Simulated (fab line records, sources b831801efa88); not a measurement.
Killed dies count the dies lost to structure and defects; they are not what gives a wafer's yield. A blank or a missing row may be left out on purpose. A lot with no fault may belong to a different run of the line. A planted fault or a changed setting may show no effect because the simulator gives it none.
Struck lot and sound lot, side by side / flow gf180mcu / 22 out of 602 route steps
Sound: wafers L957.4, L957.5, L957.6. Struck: wafer L967.4; the same lot's L967.6 was not struck, so it is left out; see the end for the cause.
Order at every step that has rows: each side's tool, ch and its chambers, its first start. Under that, the readings that differ: sound wafers / struck wafers / difference of the means / sigmas: that difference in standard deviations of wafers without a fault.
alike: words and numbers the same on both sides, and readings whose means are apart by under 2 such deviations; not compared: readings that were withheld, readings missing a value for some wafer, numbers with overlapping values and no deviation given by the record, and bounds like >300 which may hide the same value.
Wherever a step has rows on one side only, a row that says differs or no value, or a row with sigmas, the two part there. When numbers do not overlap yet have no deviation, they are printed without sigmas and do not part them. Lack of a reading on every wafer of one side parts them only where that side has two or more wafers.

first, 6 steps without rows for these wafers: GF_VT_IMPLANT_HMDS_01 (prime time 60 s); GF_VT_IMPLANT_COAT_02 (resist thk 1000 nm); GF_VT_IMPLANT_SOFTBAKE_03 (time 60 s); GF_VT_IMPLANT_EXPOSE_04 (exposes mask LVPWELL LV AREA, target cd 600 nm); GF_VT_IMPLANT_PEB_05; GF_VT_IMPLANT_DEVELOP_06 (develop time 60 s).
GF_VT_IMPLANT_OVL_MEAS_07:
  sound on overlay-01 at day 5 20:07; struck on overlay-02 at day 8 10:07
  alike: VT_IMPLANT_OVL
then, 1 step without rows for these wafers: GF_VT_IMPLANT_IMPLANT_08.
GF_VT_IMPLANT_STRIP_09: strips in O2/N2.
  sound on plasma-asher-03 ch 0,1, day 5 20:19; struck on plasma-asher-04 ch 1, day 8 10:19
reading=drypump-motor-current-A (A); sound=5.3 6.0 5.3; struck=6.6; difference=+1.1; sigmas=+3
  alike: heater-power-w, oes-product-au, strip-time-to-endpoint-s
  not compared: rf-hours-counter-h
GF_VT_IMPLANT_TW_MEAS_10:
  sound on film-metro-04 at day 5 20:25; struck on film-metro-02 at day 8 10:25
  alike: VT_IMPLANT_TW
then, 2 steps without rows for these wafers: GF_VT_IMPLANT_DEHYDRATE_11 (time 60 s); GF_VT_IMPLANT_HMDS_12 (prime time 60 s).
GF_VT_IMPLANT_COAT_13: resist thk 1000 nm.
  sound on litho-track-04 ch 0, day 6 03:00; struck on litho-track-04 ch 0, day 8 18:24
reading=model.NOVOLAK_of_VT_IMPLANT_COAT_13.thk-nm (nm); sound=1001 999.8 1002; struck=948.4; difference=-52.5; sigmas=
then, 3 steps without rows for these wafers: GF_VT_IMPLANT_SOFTBAKE_14 (time 60 s); GF_VT_IMPLANT_EXPOSE_15 (exposes mask Nwell LV AREA, target cd 860 nm); GF_VT_IMPLANT_PEB_16.
GF_VT_IMPLANT_DEVELOP_17: develop time 60 s.
  sound on litho-track-03 ch 0, day 6 10:40; struck on litho-track-03 ch 0, day 9 02:46
reading=model.NOVOLAK_of_VT_IMPLANT_COAT_13.thk-nm (nm); sound=1001 999.4 1002; struck=948; difference=-53; sigmas=
GF_VT_IMPLANT_OVL_MEAS_18:
  sound on overlay-02 at day 6 10:46; struck on overlay-02 at day 9 02:52
  alike: VT_IMPLANT_01_OVL
then, 1 step without rows for these wafers: GF_VT_IMPLANT_IMPLANT_19.
GF_VT_IMPLANT_STRIP_20: strips in O2/N2.
  sound on plasma-asher-03 ch 0,1, day 6 10:58; struck on plasma-asher-02 ch 1, day 9 03:04
reading=strip-time-to-endpoint-s (s); sound=12.640 12.625 12.661; struck=12.016; difference=-0.626; sigmas=-22
  alike: drypump-motor-current-A, heater-power-w, oes-product-au
  not compared: rf-hours-counter-h
GF_VT_IMPLANT_TW_MEAS_21:
  sound on film-metro-01 at day 6 11:04; struck on film-metro-02 at day 9 03:09
  alike: VT_IMPLANT_2_TW
then, 1 step without rows for these wafers: GF_PASSIVATION_PROBE_99.

== WHERE THEY PART ==
At GF_VT_IMPLANT_STRIP_09 first; at GF_VT_IMPLANT_STRIP_20 last (within this record only). Later steps at which nothing parts them and some readings are alike: GF_VT_IMPLANT_TW_MEAS_21.

WHY: what the simulator had put in
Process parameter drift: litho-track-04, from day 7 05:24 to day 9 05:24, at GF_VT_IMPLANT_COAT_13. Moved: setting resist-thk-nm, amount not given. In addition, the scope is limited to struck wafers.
